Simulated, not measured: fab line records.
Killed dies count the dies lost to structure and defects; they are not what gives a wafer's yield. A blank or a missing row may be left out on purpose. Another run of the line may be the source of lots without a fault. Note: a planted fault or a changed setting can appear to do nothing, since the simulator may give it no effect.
Chamber matching	flow sky130	cmp-02 running SKY_LI_CONTACT_CMP_24: 4 sister chambers
The step polishes, stops on PSG, t overpolish 20 s, target thk 0 nm. 4 wafers are shown with their chamber, then 8 later ones without.

## EACH WAFER AND ITS CHAMBER
wafer	chamber	motorCurrentA (A)
L135.2	0	9.7
L149.1	1	11.8
L149.6	3	10.8
L151.2	2	12.5

## WAFERS WHOSE CHAMBER IS MISSING
wafer	motorCurrentA (A)
L151.5	9.5
L151.6	10.8
L153.3	12.3
L153.4	11.1
L153.5	12.6
L154.1	12.0
L154.3	11.6
L154.4	9.3

## CHAMBER TAKEN BY EACH
wafer	from the rows above	in truth
L151.5	0	0
L151.6	3	3
L153.3	can't be placed: 2 or 1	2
L153.4	can't be placed: 3 or 1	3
L153.5	2	2
L154.1	can't be placed: 1 or 2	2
L154.3	1	1
L154.4	0	0
Correct placement for 5 of the 8. Not placeable from these rows: 3 (in 3, the candidates include the true chamber). 0 placed wrongly.
How it was worked out, from the rows above alone: a wafer's distance from a chamber is the root of the sum, over the readings, of the square of ((its reading less the chamber's mean) divided by the reading's scatter). If the next closest chamber is less than 2 further off than the closest, the wafer can't be placed; otherwise it belongs to the closest. Each chamber's mean is taken over the wafers shown for it. The scatter: root of mean squared gap, hidden wafer to nearest shown wafer, with one shown wafer a chamber.
